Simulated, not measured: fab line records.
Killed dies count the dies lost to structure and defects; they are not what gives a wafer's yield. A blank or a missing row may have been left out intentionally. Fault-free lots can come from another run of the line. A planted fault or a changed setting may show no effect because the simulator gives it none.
Code-filled problem report in 8D (eight disciplines) form + flow sky130 + the parts of the form that need people (team, actions taken, sign-off) are left out

1. PROBLEM STATEMENT
Wafers without a fault read 2999.8 rpm, standard deviation 1.8; spin_speed_rpm at SKY_CAP2M_COAT_07 reads a mean of 2712.6 rpm on 9 wafers belonging to 3 lots. That is -99 or more standard deviations from the usual mean.
The step: resist thk 1140 nm.
Seen first at day 43 21:27 on litho_track-03, wafer L547.3. The record holds 33 wafers of 11 lots with a number at this step. Rule for "out", or "out of limits": more than 4 standard deviations from the usual mean. All remaining wafers that have a number are taken as sound.

2. WHAT IT IS, WHAT IT ISN'T
| question                    | is                     | is not                                                                          |
|-----------------------------|------------------------|---------------------------------------------------------------------------------|
| which readings at this step | spin_speed_rpm         | -                                                                               |
| which lots                  | L547, L548, L549       | L536, L539, L541, L542, L543, L554, L555, L558                                  |
| which wafers of those lots  | all that have a number | -                                                                               |
| read on which tools         | litho_track-03         | litho_track-01, litho_track-02                                                  |
| when                        | from day 43 21:27      | up to then (15 sound wafers); but 9 sound wafers of L554, L555, L558 came after |

3. THE SUSPECTS, EACH WITH WHAT RULES IT OUT
Counting: a tool at any process step up to the reading remains a suspect when it ran all the lots that are out and ran no sound lot after the first of those.
- litho_track-03 at SKY_CAP2M_COAT_07 (resist thk 1140 nm): kept. It processed each lot that is out, first L547 at day 43 21:27, and no sound lot thereafter; up to then, the last sound lot it processed was L543 at day 42 10:05. On those wafers its own readings are out: spin_speed_rpm.
After counting, what remains is litho_track-03 at SKY_CAP2M_COAT_07.

4. THE CAUSE (what the simulator had put in)
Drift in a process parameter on litho_track-03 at SKY_CAP2M_COAT_07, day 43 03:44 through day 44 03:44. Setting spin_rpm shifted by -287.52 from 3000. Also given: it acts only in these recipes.
After counting, this tool was the only one left.

5. THE CHAIN OF EFFECTS, in route order
Rows list readings where the struck wafers' mean (over those with a number) sits beyond 3 standard deviations from the usual. Only readings whose record carries a usual standard deviation are examined. hours: median over the lots of the time between each lot's start at the first step of this table that gives one and its start at this step. sigmas: the change, counted in usual standard deviations.
| hours | step               | reading                  | usual      | on struck wafers | change | sigmas      |
|-------|--------------------|--------------------------|------------|------------------|--------|-------------|
| 0     | SKY_CAP2M_COAT_07  | spin_speed_rpm           | 2999.8 rpm | 2712.6           | -287.2 | -99 or more |
| 12    | SKY_CAP2M_STRIP_14 | strip_time_to_endpoint_s | 12.65 s    | 13.26            | +0.61  | +11         |
Its process steps:
- SKY_CAP2M_COAT_07: resist thk 1140 nm.
- SKY_CAP2M_STRIP_14: strips in O2/N2.

6. HOW IT WOULD HAVE BEEN CAUGHT EARLIER
In this record the first reading out of limits was taken at day 43 21:27, 18 hours after the fault began at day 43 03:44.
